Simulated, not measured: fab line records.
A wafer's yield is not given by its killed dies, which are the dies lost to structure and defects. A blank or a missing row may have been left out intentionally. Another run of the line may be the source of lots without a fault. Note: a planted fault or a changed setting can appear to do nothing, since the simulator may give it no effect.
What tool caused it? -- flow gf180mcu -- route of 602 steps, sampled at 1 step: 11 lots, 33 wafers

WHAT EACH GAUGE READ, for each wafer
GF_CONTACT_THK_MEAS_01.
lot,measured,on,CONTACT_CVD_00_THK (nm)
L166,day 15 13:48,filmMetro-01,298.2 299.2 298.0
L168,day 16 11:05,filmMetro-03,302.9 302.0 303.5
L170,day 16 23:32,filmMetro-03,299.1 297.1 300.5
L171,day 17 13:25,filmMetro-04,296.2 298.0 297.8
L175,day 18 20:47,filmMetro-03,298.4 300.8 295.7
L181,day 20 22:14,filmMetro-03,298.5 293.9 297.2
L184,day 22 00:38,filmMetro-01,298.9 302.4 299.6
L185,day 22 09:49,filmMetro-04,303.9 303.4 301.4
L186,day 22 14:14,filmMetro-03,292.5 296.4 296.0
L187,day 23 06:08,filmMetro-04,293.0 297.3 300.3
L188,day 23 13:17,filmMetro-04,297.6 298.7 300.6

TOOL THAT RAN EACH LOT (tool first, then ch and the chambers of the sampled wafers, then the start)
There is no process step in the record ahead of these readings.

THE ANSWER, worked out from the rows above alone
Rule: the lots themselves supply what counts as usual. The widest of any qualifying gaps counts: lots, ordered by their means at a reading, are off when they make up no more than a third of the lots, leave a main group of 4 or more, and stand apart from it by 3 or more times the standard deviation of that group's means. The tables above print the reading to a certain number of digits; a main group whose means all agree to those digits is not used. Also off: a lot with no number at a reading for which 4 or more lots have one. The other lots that the step has rows for count as sound.
No lot is off on any of the readings shown, so nothing can be concluded from this.

WHAT HAD BEEN PUT IN BY THE SIMULATOR
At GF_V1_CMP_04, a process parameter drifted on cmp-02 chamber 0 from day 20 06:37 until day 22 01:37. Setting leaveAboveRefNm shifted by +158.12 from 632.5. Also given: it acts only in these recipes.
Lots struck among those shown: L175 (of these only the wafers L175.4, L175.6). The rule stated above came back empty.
